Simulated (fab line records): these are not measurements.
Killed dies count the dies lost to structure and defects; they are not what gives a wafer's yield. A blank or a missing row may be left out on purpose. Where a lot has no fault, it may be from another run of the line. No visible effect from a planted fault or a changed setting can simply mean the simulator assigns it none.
Which tool did it? || flow gf180mcu || 15 lots with 45 wafers sampled at 2 steps, on a route of 602 steps

== WHAT THE GAUGES SHOWED, per wafer ==
GF_M2_CD_MEAS_14 targets a cd of 280 nm.
{"lot": "L102", "measured": "day 20 00:16", "on": "cdSem-02", "cdNm (nm)": "280.3 279.9 280.2"}
{"lot": "L105", "measured": "day 20 20:07", "on": "cdSem-02", "cdNm (nm)": "279.6 279.5 279.4"}
{"lot": "L104", "measured": "day 20 23:04", "on": "cdSem-01", "cdNm (nm)": "279.6 280.6 279.8"}
{"lot": "L107", "measured": "day 21 19:44", "on": "cdSem-01", "cdNm (nm)": "278.8 279.2 278.3"}
{"lot": "L108", "measured": "day 22 06:13", "on": "cdSem-02", "cdNm (nm)": "279.7 279.6 280.4"}
{"lot": "L110", "measured": "day 22 14:46", "on": "cdSem-01", "cdNm (nm)": "280.6 280.4 281.2"}
{"lot": "L113", "measured": "day 23 12:43", "on": "cdSem-01", "cdNm (nm)": "278.6 278.5 279.3"}
{"lot": "L114", "measured": "day 23 22:23", "on": "cdSem-01", "cdNm (nm)": "279.8 281.2 279.6"}
{"lot": "L115", "measured": "day 24 03:49", "on": "cdSem-01", "cdNm (nm)": "281.4 279.9 280.4"}
{"lot": "L118", "measured": "day 24 22:17", "on": "cdSem-01", "cdNm (nm)": "279.6 279.4 281.0"}
{"lot": "L120", "measured": "day 25 14:48", "on": "cdSem-01", "cdNm (nm)": "280.5 279.8 281.4"}
{"lot": "L121", "measured": "day 25 23:40", "on": "cdSem-02", "cdNm (nm)": "279.5 280.0 280.0"}
{"lot": "L122", "measured": "day 26 06:49", "on": "cdSem-01", "cdNm (nm)": "277.9 278.1 278.4"}
{"lot": "L123", "measured": "day 26 13:10", "on": "cdSem-01", "cdNm (nm)": "280.7 280.5 280.1"}
{"lot": "L124", "measured": "day 27 01:35", "on": "cdSem-01", "cdNm (nm)": "282.1 281.2 281.7"}

GF_V2_THK_MEAS_03.
{"lot": "L102", "measured": "day 20 01:14", "on": "filmMetro-04", "V2_CVD_02_THK (nm)": "850 852 852"}
{"lot": "L105", "measured": "day 20 21:14", "on": "filmMetro-01", "V2_CVD_02_THK (nm)": "837 832 849"}
{"lot": "L104", "measured": "day 21 00:06", "on": "filmMetro-01", "V2_CVD_02_THK (nm)": "826 850 864"}
{"lot": "L107", "measured": "day 21 20:45", "on": "filmMetro-01", "V2_CVD_02_THK (nm)": "830 868 853"}
{"lot": "L108", "measured": "day 22 07:17", "on": "filmMetro-01", "V2_CVD_02_THK (nm)": "860 834 863"}
{"lot": "L110", "measured": "day 22 15:52", "on": "filmMetro-04", "V2_CVD_02_THK (nm)": "843 838 872"}
{"lot": "L113", "measured": "day 23 13:45", "on": "filmMetro-01", "V2_CVD_02_THK (nm)": "837 860 849"}
{"lot": "L114", "measured": "day 23 23:23", "on": "filmMetro-01", "V2_CVD_02_THK (nm)": "842 845 848"}
{"lot": "L115", "measured": "day 24 04:56", "on": "filmMetro-04", "V2_CVD_02_THK (nm)": "830 841 865"}
{"lot": "L118", "measured": "day 24 23:23", "on": "filmMetro-03", "V2_CVD_02_THK (nm)": "835 834 854"}
{"lot": "L120", "measured": "day 25 15:49", "on": "filmMetro-04", "V2_CVD_02_THK (nm)": "838 839 844"}
{"lot": "L121", "measured": "day 26 00:40", "on": "filmMetro-01", "V2_CVD_02_THK (nm)": "850 847 868"}
{"lot": "L122", "measured": "day 26 08:01", "on": "filmMetro-04", "V2_CVD_02_THK (nm)": "849 862 872"}
{"lot": "L123", "measured": "day 26 14:10", "on": "filmMetro-01", "V2_CVD_02_THK (nm)": "857 833 859"}
{"lot": "L124", "measured": "day 27 02:48", "on": "filmMetro-01", "V2_CVD_02_THK (nm)": "840 858 858"}

== TOOL THAT RAN EACH LOT (tool first, then ch and the chambers of the sampled wafers, then the start) ==
There is no process step in the record ahead of these readings.

== WHAT THE TOOLS THEMSELVES READ (means of the sampled wafers that have a number; where no wafer has one, the mark that the record gives instead) ==
The record holds no such reading with a usual standard deviation.

== THE ANSWER, worked out from the rows above alone ==
Rule: usual is defined by the lots themselves. The widest of any qualifying gaps counts: lots, ordered by their means at a reading, are off when they make up no more than a third of the lots, leave a main group of 4 or more, and stand apart from it by 3 or more times the standard deviation of that group's means. A main group whose means are all the same, to the digits that the tables above print for the reading, isn't used. Also off: a lot with no number at a reading for which 4 or more lots have one. The other lots that the step has rows for count as sound. First the gauges in route order, then the tools' own readings, where a lot's mean is used as printed above. The first step at which some lot is off is used, and at that step the reading that is off furthest; a lot without a number counts as furthest.
No lot is off on any of the readings shown, so nothing can be concluded from this.

== WHAT HAD BEEN PUT IN BY THE SIMULATOR ==
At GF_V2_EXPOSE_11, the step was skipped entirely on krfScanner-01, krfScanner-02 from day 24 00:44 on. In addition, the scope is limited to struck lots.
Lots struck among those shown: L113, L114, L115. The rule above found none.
